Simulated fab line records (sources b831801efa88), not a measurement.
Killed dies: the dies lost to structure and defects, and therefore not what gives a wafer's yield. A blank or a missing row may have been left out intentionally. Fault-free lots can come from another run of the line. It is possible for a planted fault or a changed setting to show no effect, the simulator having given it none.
Which tool was responsible? :: flow gf180mcu :: 7 lots with 19 wafers sampled at 2 steps, on a route of 602 steps

WHAT EACH GAUGE READ, for each wafer
GF_M2_CD_MEAS_14 targets a cd of 280 nm.
lot: L456
measured: day 19 13:31
on: cd-sem-01
cd-nm (nm): 281.1 281.1 280.8

lot: L458
measured: day 20 08:27
on: cd-sem-01
cd-nm (nm): 281.5 281.5 280.3

lot: L462
measured: day 21 15:53
on: cd-sem-01
cd-nm (nm): 253.1 251.8

lot: L465
measured: day 22 19:17
on: cd-sem-02
cd-nm (nm): 251.2 281.0

lot: L472
measured: day 25 11:46
on: cd-sem-01
cd-nm (nm): 279.6 280.6 280.0

lot: L476
measured: day 26 15:52
on: cd-sem-02
cd-nm (nm): 279.0 278.0 278.0

lot: L477
measured: day 27 03:53
on: cd-sem-02
cd-nm (nm): 279.3 279.4 279.5

WHAT TOOL EACH LOT RAN ON (gives the tool, then ch and the chambers of the sampled wafers, and finally the start)
lot: L456
GF_M2_EXPOSE_11: krf-scanner-01 ch 0, day 19 01:48

lot: L458
GF_M2_EXPOSE_11: krf-scanner-02 ch 0, day 19 20:15

lot: L462
GF_M2_EXPOSE_11: krf-scanner-01 ch 0, day 21 04:35

lot: L465
GF_M2_EXPOSE_11: krf-scanner-01 ch 0, day 22 08:11

lot: L472
GF_M2_EXPOSE_11: krf-scanner-02 ch 0, day 25 01:36

lot: L476
GF_M2_EXPOSE_11: krf-scanner-01 ch 0, day 26 06:08

lot: L477
GF_M2_EXPOSE_11: krf-scanner-01 ch 0, day 26 17:26
- GF_M2_EXPOSE_11: exposes mask Metal2, target cd 280 nm.

THE ANSWER, worked out from the rows above alone
Rule: the usual values come from the lots themselves. The widest of any qualifying gaps counts: lots, ordered by their means at a reading, are off when they make up no more than a third of the lots, leave a main group of 4 or more, and stand apart from it by 3 or more times the standard deviation of that group's means. A main group is skipped when, at the precision printed for the reading in the tables above, its means are all equal. Also off: a lot with no number at a reading for which 4 or more lots have one. Any other lot the step has rows for is counted as sound.
Off, at GF_M2_CD_MEAS_14 on cd-nm: L462, L465. Main group: mean 280.0 nm, sd 1.
If a tool, at a process step before that reading, ran all the lots that are off and no sound lot after the first of them, it fits. The gauges at GF_M2_CD_MEAS_14 are tried like those tools. Of those tried, none fits.

WHAT THE SIMULATOR HAD PUT IN
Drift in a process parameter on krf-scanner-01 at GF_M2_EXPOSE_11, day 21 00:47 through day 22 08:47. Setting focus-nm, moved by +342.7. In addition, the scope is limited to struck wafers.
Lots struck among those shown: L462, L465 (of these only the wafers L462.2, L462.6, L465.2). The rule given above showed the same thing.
